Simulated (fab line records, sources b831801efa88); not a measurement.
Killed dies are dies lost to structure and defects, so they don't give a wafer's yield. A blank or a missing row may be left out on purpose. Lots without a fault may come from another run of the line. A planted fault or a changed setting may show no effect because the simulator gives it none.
Which tool did it? | flow sfq_line | 15 lots, 42 wafers sampled, at 1 step of a route of 325

WHAT THE GAUGES READ, wafer by wafer
The record holds no reading of a measuring or inspecting step that can be judged against a usual standard deviation.

WHICH TOOL RAN EACH LOT (tool, then ch and the chambers of the sampled wafers, then the start)
lot  | SFQ_TRILAYER_I0_VIA_BARC_OPEN_VIA_ETCH_046
L676 | rie_diel-02 ch 0,1,3, day 16 20:03
L677 | rie_diel-02 ch 0,1,3, day 17 04:27
L678 | rie_diel-02 ch 0,3, day 18 05:39
L679 | rie_diel-02 ch 0,2, day 18 15:15
L680 | rie_diel-04 ch 0,2, day 19 02:30
L681 | rie_diel-03 ch 0,3, day 19 15:42
L683 | rie_diel-02 ch 1,2,3, day 19 21:49
L684 | rie_diel-02 ch 0,1,2, day 20 14:37
L685 | rie_diel-02 ch 2, day 20 19:25
L687 | rie_diel-02 ch 2,3, day 21 12:20
L688 | rie_diel-02 ch 1,2, day 21 19:32
L694 | rie_diel-03 ch 0,1,2, day 25 11:30
L695 | rie_diel-02 ch 0,1,3, day 26 12:37
L696 | rie_diel-03 ch 0,1,2, day 27 03:16
L698 | rie_diel-02 ch 0,3, day 27 15:16
- SFQ_TRILAYER_I0_VIA_BARC_OPEN_VIA_ETCH_046: etches BARC in O2, target depth 125 nm, time 41.7 s.

WHAT THE TOOLS THEMSELVES READ (means of the sampled wafers that have a number; where no wafer has one, the mark that the record gives instead)
SFQ_TRILAYER_I0_VIA_BARC_OPEN_VIA_ETCH_046. Usual: drypump_motor_current_A 5.6 A, standard deviation 0.31; oes_product_au 0.685 a.u., standard deviation 0.0045; run_length_s 70.3 s, standard deviation 0.48.
lot  | tool        | drypump_motor_current_A (A) | oes_product_au (a.u.) | run_length_s (s) | flag
L676 | rie_diel-02 | 5.7                         | 0.685                 | 70.3             |
L677 | rie_diel-02 | 5.7                         | 0.682                 | 70.5             |
L678 | rie_diel-02 | 5.6                         | 0.690                 | 70.4             |
L679 | rie_diel-02 | 5.5                         | 0.687                 | 70.3             |
L680 | rie_diel-04 | 5.4                         | 0.686                 | 69.7             |
L681 | rie_diel-03 | 5.3                         | 0.686                 | 70.5             |
L683 | rie_diel-02 | 5.7                         | 0.686                 | 70.1             |
L684 | rie_diel-02 | 5.6                         | 0.687                 | 70.4             |
L685 | rie_diel-02 | 5.5                         | 0.732                 | 66.5             | OFF
L687 | rie_diel-02 | 5.7                         | 0.709                 | 68.4             | OFF
L688 | rie_diel-02 | 5.7                         | 0.712                 | 68.5             | OFF
L694 | rie_diel-03 | 5.6                         | 0.686                 | 70.3             |
L695 | rie_diel-02 | 5.7                         | 0.688                 | 70.4             |
L696 | rie_diel-03 | 5.6                         | 0.684                 | 70.5             |
L698 | rie_diel-02 | 5.7                         | 0.684                 | 70.1             |

THE ANSWER, worked out from the rows above alone
Rule: a lot is off if the mean of its wafers that have a number lies more than 3 standard deviations from the usual mean. A lot without any number at a reading at which 4 lots or more have one is off too. The other lots that the step has rows for count as sound. The gauges are gone through in route order, then the tools' own readings, and for those a lot's mean is taken as printed above. The first step at which some lot is off is used, and at that step the reading that is off furthest; a lot without a number counts as furthest.
Off: L685, L687, L688, at SFQ_TRILAYER_I0_VIA_BARC_OPEN_VIA_ETCH_046 (oes_product_au).
A tool fits if, at that step or a process step before it, it ran every lot that is off, and no sound lot after the first of them. None of those tried fits.

WHAT THE SIMULATOR HAD PUT IN
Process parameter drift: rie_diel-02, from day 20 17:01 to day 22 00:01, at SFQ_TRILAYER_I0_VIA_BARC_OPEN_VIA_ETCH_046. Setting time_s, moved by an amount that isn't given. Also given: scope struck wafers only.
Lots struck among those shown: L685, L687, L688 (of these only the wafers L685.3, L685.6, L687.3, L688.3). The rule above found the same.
